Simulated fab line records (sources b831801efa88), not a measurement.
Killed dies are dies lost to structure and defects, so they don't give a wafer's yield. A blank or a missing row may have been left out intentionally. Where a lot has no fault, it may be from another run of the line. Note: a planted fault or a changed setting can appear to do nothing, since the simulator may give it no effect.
Matching of chambers | flow sky130 | SKY_CAP2M_CVD_00 on pecvd-02: 3 sister chambers
The step deposits SiO2, target thk 15.5 nm. 3 wafers are shown with their chamber, then 8 later ones without.

WAFERS WITH THEIR CHAMBER
wafer  | chamber | heaterPowerOuterW (W)
L087.6 | 2       | 396
L088.6 | 0       | 428
L090.2 | 1       | 498

WAFERS WHOSE CHAMBER IS MISSING
wafer  | heaterPowerOuterW (W)
L090.3 | 438
L090.4 | 497
L094.3 | 462
L094.4 | 402
L094.6 | 343
L096.1 | 443
L096.2 | 464
L096.5 | 457

CHAMBER TAKEN BY EACH
wafer  | from the rows above          | in truth
L090.3 | can't be placed: 0 or 2 or 1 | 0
L090.4 | 1                            | 1
L094.3 | can't be placed: 0 or 1 or 2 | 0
L094.4 | can't be placed: 2 or 0      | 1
L094.6 | can't be placed: 2 or 0      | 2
L096.1 | can't be placed: 0 or 2 or 1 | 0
L096.2 | can't be placed: 1 or 0 or 2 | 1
L096.5 | can't be placed: 0 or 1 or 2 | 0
Correctly placed: 1 of 8. Not placeable from these rows: 7 (in 6, the candidates include the true chamber). Number placed wrongly: 0.
How it was worked out, from the rows above alone: a wafer's distance from a chamber is the root of the sum, over the readings, of the square of ((its reading less the chamber's mean) divided by the reading's scatter). If the next closest chamber is less than 2 further off than the closest, the wafer can't be placed; otherwise it belongs to the closest. Each chamber's mean is taken over the wafers shown for it. The scatter (one wafer shown for each chamber): square how far every hidden wafer sits from the nearest shown wafer, average those squares and take the square root.
